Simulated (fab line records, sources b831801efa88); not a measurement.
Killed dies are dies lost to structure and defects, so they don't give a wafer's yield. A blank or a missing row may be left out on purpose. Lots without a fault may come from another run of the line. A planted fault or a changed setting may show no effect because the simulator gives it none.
Chamber matching | flow sky130 | SKY_VIA1_ETCH_14 on rie_diel-02: 4 sister chambers
The step etches BARC in N2/H2, stops on SiO2, time 45.9 s, target depth 60 nm. 16 wafers are shown with their chamber, then 8 later ones without.

WAFERS WITH THEIR CHAMBER
wafer  | chamber | drypump_motor_current_A (A) | oes_product_au (a.u.) | rf_fwd_power_W (W)
L076.1 | 3       | 5.8                         | 0.857                 | 495.0
L076.5 | 1       | 6.0                         | 0.851                 | 495.7
L076.6 | 2       | 5.7                         | 0.851                 | 495.2
L081.1 | 0       | 5.9                         | 0.862                 | 496.7
L081.3 | 3       | 5.7                         | 0.855                 | 493.9
L081.6 | 0       | 5.9                         | 0.852                 | 498.7
L083.1 | 0       | 5.9                         | 0.864                 | 496.7
L083.2 | 3       | 5.7                         | 0.853                 | 496.3
L083.5 | 0       | 5.9                         | 0.862                 | 497.8
L085.1 | 3       | 5.7                         | 0.857                 | 495.6
L085.2 | 0       | 5.9                         | 0.862                 | 497.2
L085.3 | 1       | 6.0                         | 0.851                 | 498.1
L087.3 | 0       | 5.9                         | 0.855                 | 497.7
L087.4 | 2       | 5.7                         | 0.853                 | 496.4
L087.6 | 1       | 6.0                         | 0.845                 | 497.5
L088.1 | 2       | 5.7                         | 0.854                 | 495.8

SIGNATURES (means of the wafers above)
reading                 | chamber 0 | chamber 1 | chamber 2 | chamber 3 | scatter within a chamber
drypump_motor_current_A | 5.900     | 6.000     | 5.700     | 5.725     | 0.025
oes_product_au          | 0.85950   | 0.84900   | 0.85267   | 0.85550   | 0.0036
rf_fwd_power_W          | 497.467   | 497.100   | 495.800   | 495.200   | 0.907
Rule: a wafer's distance from a chamber is the root of the sum, over the readings, of the square of ((its reading less the chamber's mean) divided by the reading's scatter). The wafer belongs to the nearest chamber; if the next one is less than 2 further off, it can't be placed. The scatter: the root of (the sum of the squares of (reading less its chamber's mean) over the shown wafers, divided by (wafers less chambers)).

WAFERS WITHOUT THEIR CHAMBER
wafer  | drypump_motor_current_A (A) | oes_product_au (a.u.) | rf_fwd_power_W (W)
L088.3 | 5.9                         | 0.860                 | 497.0
L088.6 | 5.9                         | 0.859                 | 497.7
L090.1 | 5.7                         | 0.858                 | 497.8
L090.3 | 5.9                         | 0.856                 | 496.7
L090.4 | 6.0                         | 0.847                 | 497.6
L095.1 | 5.7                         | 0.850                 | 495.3
L095.3 | 5.9                         | 0.853                 | 496.3
L095.6 | 5.7                         | 0.857                 | 495.0

WHICH CHAMBER EACH WENT THROUGH
wafer  | from the rows above     | in truth
L088.3 | 0                       | 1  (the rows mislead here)
L088.6 | 0                       | 0
L090.1 | can't be placed: 2 or 3 | 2
L090.3 | 0                       | 0
L090.4 | 1                       | 1
L095.1 | can't be placed: 2 or 3 | 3
L095.3 | 0                       | 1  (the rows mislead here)
L095.6 | can't be placed: 3 or 2 | 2
Placed correctly: 3 of 8. Can't be placed from these rows: 3 (the true chamber is among the candidates in 3). Placed wrongly: 2.
